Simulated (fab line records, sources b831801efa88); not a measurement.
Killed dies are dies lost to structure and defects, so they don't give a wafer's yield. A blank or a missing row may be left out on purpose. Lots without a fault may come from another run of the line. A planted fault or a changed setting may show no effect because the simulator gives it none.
A struck lot beside a sound one | flow sky130 | 16 steps out of a route of 708
Sound: wafers L344.2, L344.5, L344.6. Struck: wafers L346.2, L346.3. (L346.4 of the same lot was not struck and is left out.) The cause comes at the end.
At each step with rows: each side's tool, then ch and its chambers, then its first start. Under that, the readings that differ: sound wafers | struck wafers | difference of the means | sigmas: that difference in standard deviations of wafers without a fault.
alike: readings whose means differ by less than 2 such deviations, and words and numbers that are the same on both sides. not compared: withheld readings, readings that some wafer has no value for, bounds like >300 that may hide the same value, and numbers for which the record gives no deviation and whose values overlap.
The two part at a step that has a row with sigmas, a row that says differs or no value, or rows on one side only. Numbers that don't overlap but have no deviation are shown without sigmas and don't part them. A reading that every wafer of one side lacks parts them only if that side has two wafers or more.

first, 7 steps without rows for these wafers: SKY_METAL4_HMDS_06 (prime time 60 s); SKY_METAL4_COAT_07 (resist thk 60 nm); SKY_METAL4_COAT_08 (resist thk 1140 nm); SKY_METAL4_SOFTBAKE_09 (time 90 s); SKY_METAL4_EXPOSE_10 (exposes mask MM4, target cd 300 nm); SKY_METAL4_PEB_11; SKY_METAL4_DEVELOP_12 (develop time 60 s).
SKY_METAL4_CD_MEAS_13: target cd 300 nm.
  sound on cd_sem-02, day 44 15:53; struck on cd_sem-02, day 45 02:31
  alike: cd_nm
SKY_METAL4_OVL_MEAS_14:
  sound on overlay-01, day 44 15:59; struck on overlay-01, day 45 02:37
  alike: METAL4_OVL
SKY_METAL4_DESCUM_15: chemistry O2, time 8 s.
  sound on rie_metal-01 ch 0,1, day 44 16:01; struck on rie_metal-04 ch 0,1, day 45 02:38
  alike: drypump_motor_current_A, oes_product_au
  not compared: rf_hours_counter_h
SKY_METAL4_ETCH_16: etches BARC in N2/H2, stops on SiO2, time 88.2 s, target depth 60 nm.
  sound on rie_metal-01 ch 0,1, day 44 16:02; struck on rie_metal-04 ch 0,1, day 45 02:40
  alike: drypump_motor_current_A, oes_product_au, run_length_s, throttle_valve_pct
  not compared: rf_hours_counter_h
SKY_METAL4_ETCH_17: etches SiO2 in C4F8/O2/Ar, stops on TiN, time 3.9 s, target depth 15 nm.
  sound on rie_diel-03 ch 0,1, day 44 16:08; struck on rie_diel-01 ch 1,2, day 45 02:46
  alike: oes_product_au
  not compared: rf_hours_counter_h
SKY_METAL4_METAL_ETCH_18: etches the open film in Cl2/BCl3, stops on SiO2, target depth 845 nm, time 183.1 s.
  sound on rie_metal-01 ch 0,1, day 44 16:10; struck on rie_metal-01 ch 1, day 45 02:47
  reading                                       | sound             | struck      | difference | sigmas
  oes_product_au (a.u.)                         | 0.864 0.864 0.859 | 0.924 0.929 | +0.064     | +13
  run_length_s (s)                              | 210.7 211.4 210.9 | 200.4 200.1 | -10.8      | -23
  model.KrF-thick_of_METAL4_COAT_08.thk_nm (nm) | 514.9 522.3 522.3 | 561.1 563.6 | +42.5      |
  alike: drypump_motor_current_A, throttle_valve_pct
  not compared: rf_hours_counter_h
SKY_METAL4_STRIP_19: strips in O2/N2.
  sound on plasma_asher-04 ch 0,1, day 44 16:20; struck on plasma_asher-03 ch 0,1, day 45 02:58
  reading                      | sound          | struck    | difference | sigmas
  strip_time_to_endpoint_s (s) | 6.40 6.50 6.49 | 6.88 6.90 | +0.43      | +6
  alike: drypump_motor_current_A, oes_product_au
  not compared: rf_hours_counter_h
then, 1 step without rows for these wafers: SKY_METAL4_STRIP_20 (strips in post etch residue remover, time 1200 s).
-- the record jumps here: 4 days lie between the struck wafers' starts before and after (it left off in module METAL4 and takes up again in module PAD_OPEN, whose first step shown is number 708 of the route) --
SKY_PAD_OPEN_PROBE_99:
  the record has rows for the struck wafers here (prober-02, day 48 15:49) and none for the sound ones

WHERE THEY PART
First at SKY_METAL4_METAL_ETCH_18; last, within this record, at SKY_PAD_OPEN_PROBE_99.

WHY: what the simulator had put in
Process parameter drift: rie_metal-01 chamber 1, from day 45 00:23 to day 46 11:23, at SKY_METAL4_METAL_ETCH_18. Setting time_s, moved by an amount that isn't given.
